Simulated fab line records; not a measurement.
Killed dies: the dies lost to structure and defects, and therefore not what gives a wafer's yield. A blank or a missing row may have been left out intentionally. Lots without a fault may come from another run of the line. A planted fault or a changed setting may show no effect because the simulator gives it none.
Which tool was responsible? ; flow sky130 ; 33 wafers from 11 lots sampled at 5 of the route's 708 steps

== WHAT THE GAUGES SHOWED, per wafer ==
SKY_LDD_P_OVL_MEAS_08. Usual: for LDD_P_OVL the level is 0.8 nm and the standard deviation is 1.3.
lot;measured;on;LDD_P_OVL (nm);flag
L268;day 18 23:42;overlay-02;0.4 0.1 1.1;
L270;day 19 20:56;overlay-01;0.3 1.3 0.7;
L272;day 21 11:53;overlay-01;-0.1 1.9 1.8;
L273;day 21 12:29;overlay-01;1.6 -2.1 0.6;
L277;day 22 20:17;overlay-02;2.4 0.8 1.1;
L281;day 23 22:44;overlay-02;0.7 1.1 0.5;
L285;day 25 07:11;overlay-01;-0.3 -0.8 -1.6;
L286;day 26 08:47;overlay-02;-0.2 2.5 0.7;
L288;day 27 01:28;overlay-02;-0.8 -1.0 -0.5;
L289;day 27 07:33;overlay-01;-0.6 2.9 0.6;
L290;day 27 07:59;overlay-01;1.2 1.6 2.7;

== EACH LOT AND THE TOOL THAT RAN IT (in order: tool; ch and the chambers of the sampled wafers; start) ==
lot;SKY_VT_ADJUST_PCH_STRIP_09;SKY_GATE_OXIDE_COAT_05;SKY_GATE_OXIDE_STRIP_13;SKY_POLY_GATE_ETCH_15
L268;plasma-asher-03 ch 0, day 10 12:16;litho-track-02 ch 0, day 13 09:09;plasma-asher-03 ch 1, day 13 21:53;rie-diel-02 ch 0,3, day 16 08:33
L270;plasma-asher-02 ch 0,1, day 11 04:14;litho-track-01 ch 0, day 14 02:48;plasma-asher-04 ch 0,1, day 14 16:22;rie-diel-02 ch 0,3, day 17 05:04
L272;plasma-asher-01 ch 0,1, day 12 06:35;litho-track-01 ch 0, day 15 09:54;plasma-asher-03 ch 0,1, day 16 00:07;rie-diel-04 ch 1,2,3, day 18 18:39
L273;plasma-asher-02 ch 0,1, day 12 08:32;litho-track-02 ch 0, day 15 09:58;plasma-asher-04 ch 0,1, day 16 00:17;rie-diel-01 ch 0,2, day 18 19:00
L277;plasma-asher-03 ch 0,1, day 13 11:13;litho-track-02 ch 0, day 16 14:33;plasma-asher-03 ch 0, day 17 05:33;rie-diel-02 ch 0,2,3, day 20 03:42
L281;plasma-asher-03 ch 0, day 14 14:08;litho-track-02 ch 0, day 17 19:31;plasma-asher-01 ch 0,1, day 18 11:09;rie-diel-02 ch 0,1,3, day 21 08:10
L285;plasma-asher-02 ch 0,1, day 15 20:38;litho-track-03 ch 0, day 19 07:31;plasma-asher-04 ch 0,1, day 19 23:11;rie-diel-01 ch 1,2, day 22 17:15
L286;plasma-asher-03 ch 0,1, day 16 18:02;litho-track-01 ch 0, day 20 07:24;plasma-asher-01 ch 0,1, day 20 22:56;rie-diel-04 ch 1,2,3, day 23 17:30
L288;plasma-asher-01 ch 0,1, day 17 12:56;litho-track-01 ch 0, day 21 03:36;plasma-asher-03 ch 0,1, day 21 19:05;rie-diel-01 ch 0,2,3, day 24 12:03
L289;plasma-asher-01 ch 0,1, day 17 15:40;litho-track-01 ch 0, day 21 07:46;plasma-asher-04 ch 0,1, day 21 22:57;rie-diel-04 ch 0,1, day 24 18:45
L290;plasma-asher-03 ch 0,1, day 17 16:14;litho-track-03 ch 0, day 21 09:25;plasma-asher-03 ch 0,1, day 22 00:53;rie-diel-02 ch 0,3, day 24 18:42
- SKY_VT_ADJUST_PCH_STRIP_09: strips in O2/N2.
- SKY_GATE_OXIDE_COAT_05: resist thk 1140 nm.
- SKY_GATE_OXIDE_STRIP_13: strips in O2/N2.
- SKY_POLY_GATE_ETCH_15: etches BARC in N2/H2, stops on SiO2, time 118.5 s, target depth 110 nm.

== AS READ BY THE TOOLS THEMSELVES (means over the sampled wafers that have a number; for cases with no such wafer, the mark the record gives instead) ==
SKY_VT_ADJUST_PCH_STRIP_09. Usual: chamber-pressure-mTorr 1499.8 mTorr, standard deviation 1.3; drypump-motor-current-A 5.7 A, standard deviation 0.46; oes-product-au 0.723 a.u., standard deviation 0.0045; strip-time-to-endpoint-s 36.93 s, standard deviation 0.094.
lot;tool;chamber-pressure-mTorr (mTorr);drypump-motor-current-A (A);oes-product-au (a.u.);strip-time-to-endpoint-s (s);flag
L268;plasma-asher-03;1500.9;5.4;0.726;36.99;
L270;plasma-asher-02;1498.9;6.1;0.728;37.00;
L272;plasma-asher-01;1499.0;5.2;0.722;36.95;
L273;plasma-asher-02;1499.7;6.1;0.718;36.92;
L277;plasma-asher-03;1499.8;5.4;0.723;37.01;
L281;plasma-asher-03;1500.0;5.4;0.725;36.95;
L285;plasma-asher-02;1500.1;6.2;0.722;37.02;
L286;plasma-asher-03;1500.5;5.3;0.725;36.95;
L288;plasma-asher-01;1499.1;5.2;0.722;37.06;
L289;plasma-asher-01;1500.4;5.2;0.721;36.89;
L290;plasma-asher-03;1499.7;5.4;0.719;36.92;

SKY_GATE_OXIDE_STRIP_13. Usual: chamber-pressure-mTorr 1499.9 mTorr, standard deviation 1.4; drypump-motor-current-A 5.3 A, standard deviation 0.33; oes-product-au 0.716 a.u., standard deviation 0.0042; strip-time-to-endpoint-s 14.18 s, standard deviation 0.046.
lot;tool;chamber-pressure-mTorr (mTorr);drypump-motor-current-A (A);oes-product-au (a.u.);strip-time-to-endpoint-s (s);flag
L268;plasma-asher-03;1499.6;5.4;0.721;14.21;
L270;plasma-asher-04;1498.5;5.1;0.719;14.12;
L272;plasma-asher-03;1499.5;5.4;0.717;14.16;
L273;plasma-asher-04;1499.8;5.4;0.716;14.21;
L277;plasma-asher-03;1500.1;5.4;0.615;9.16;OFF
L281;plasma-asher-01;1499.6;5.2;0.619;9.17;OFF
L285;plasma-asher-04;1500.2;5.1;0.713;14.13;
L286;plasma-asher-01;1499.2;5.2;0.714;14.17;
L288;plasma-asher-03;1501.6;5.4;0.715;14.19;
L289;plasma-asher-04;1499.4;5.1;0.718;14.19;
L290;plasma-asher-03;1501.0;5.4;0.722;14.12;

SKY_POLY_GATE_ETCH_15. Usual: chamber-pressure-mTorr 30.001 mTorr, standard deviation 0.029; drypump-motor-current-A 5.7 A, standard deviation 0.45; oes-product-au 0.716 a.u., standard deviation 0.0046; throttle-valve-pct 13.213 %, standard deviation 0.01.
lot;tool;chamber-pressure-mTorr (mTorr);drypump-motor-current-A (A);oes-product-au (a.u.);throttle-valve-pct (%);flag
L268;rie-diel-02;29.975;5.5;0.720;13.214;
L270;rie-diel-02;30.016;5.6;0.715;13.203;
L272;rie-diel-04;30.004;5.6;0.717;13.216;
L273;rie-diel-01;30.003;5.5;0.715;13.213;
L277;rie-diel-02;30.015;5.9;0.717;13.205;
L281;rie-diel-02;29.972;5.5;0.716;13.211;
L285;rie-diel-01;29.988;5.5;0.714;13.199;
L286;rie-diel-04;29.992;5.6;0.717;13.217;
L288;rie-diel-01;30.022;5.4;0.718;13.220;
L289;rie-diel-04;29.999;5.8;0.715;13.214;
L290;rie-diel-02;30.018;5.5;0.719;13.216;

== THE ANSWER, worked out from the rows above alone ==
Rule: take the mean of a lot's wafers that have a number; if it is more than 3 standard deviations from the usual mean, the lot is off. A lot without any number at a reading at which 4 lots or more have one is off too. All remaining lots with rows at the step are treated as sound. After the gauges, taken in route order, come the tools' own readings; for these a lot's mean is taken, as printed above. At the first step where some lot is off, the reading lying furthest off is the one used; lots without a number count as furthest.
Off: L277, L281 (SKY_GATE_OXIDE_STRIP_13, strip-time-to-endpoint-s).
If a tool, at that step or one of the process steps before it, ran each lot that is off and ran no sound lot following the first of them, it fits. One fits: litho-track-02 at SKY_GATE_OXIDE_COAT_05. Its last sound lot is L273 (day 15 09:58), its first lot that is off L277 (day 16 14:33): a fault that began between those two fits.

== WHAT WAS PUT IN BY THE SIMULATOR ==
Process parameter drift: litho-track-02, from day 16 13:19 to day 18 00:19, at SKY_GATE_OXIDE_COAT_05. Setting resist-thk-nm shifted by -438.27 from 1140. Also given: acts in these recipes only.
Lots struck among those shown: L277, L281. The rule above reached the same finding.
